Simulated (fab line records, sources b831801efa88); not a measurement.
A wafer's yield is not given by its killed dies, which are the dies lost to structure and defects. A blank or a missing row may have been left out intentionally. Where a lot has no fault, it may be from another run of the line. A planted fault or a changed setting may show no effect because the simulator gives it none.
Matching of chambers :: flow sfqLine :: SFQ_TRILAYER_I1_VIA_BARC_OPEN_VIA_ETCH_071 on rieDiel-04 has 4 sister chambers
The step etches BARC in O2, target depth 125 nm, time 41.7 s. 4 wafers are shown with their chamber, then 8 later ones without.

== WAFERS, EACH WITH ITS CHAMBER ==
wafer: L702.2
chamber: 1
drypumpMotorCurrentA (A): 4.7

wafer: L708.4
chamber: 3
drypumpMotorCurrentA (A): 6.1

wafer: L708.6
chamber: 0
drypumpMotorCurrentA (A): 5.7

wafer: L711.2
chamber: 2
drypumpMotorCurrentA (A): 6.5

== WAFERS WITH NO CHAMBER GIVEN ==
wafer: L711.4
drypumpMotorCurrentA (A): 5.7

wafer: L711.6
drypumpMotorCurrentA (A): 4.7

wafer: L713.1
drypumpMotorCurrentA (A): 6.1

wafer: L713.5
drypumpMotorCurrentA (A): 5.7

wafer: L713.6
drypumpMotorCurrentA (A): 6.6

wafer: L714.2
drypumpMotorCurrentA (A): 5.7

wafer: L714.3
drypumpMotorCurrentA (A): 4.7

wafer: L714.5
drypumpMotorCurrentA (A): 4.7

== CHAMBER TAKEN BY EACH ==
wafer: L711.4
from the rows above: 0
in truth: 0

wafer: L711.6
from the rows above: 1
in truth: 1

wafer: L713.1
from the rows above: 3
in truth: 3

wafer: L713.5
from the rows above: 0
in truth: 0

wafer: L713.6
from the rows above: 2
in truth: 2

wafer: L714.2
from the rows above: 0
in truth: 0

wafer: L714.3
from the rows above: 1
in truth: 1

wafer: L714.5
from the rows above: 1
in truth: 1
Correctly placed: 8 of 8. Can't be placed from these rows: 0. Number placed wrongly: 0.
How it was worked out, from the rows above alone: a wafer's distance from a chamber is the root of the sum, over the readings, of the square of ((its reading less the chamber's mean) divided by the reading's scatter). If the next closest chamber is less than 2 further off than the closest, the wafer can't be placed; otherwise it belongs to the closest. A chamber's mean is the mean of its shown wafers. The scatter: root of mean squared gap, hidden wafer to nearest shown wafer, with one shown wafer a chamber.
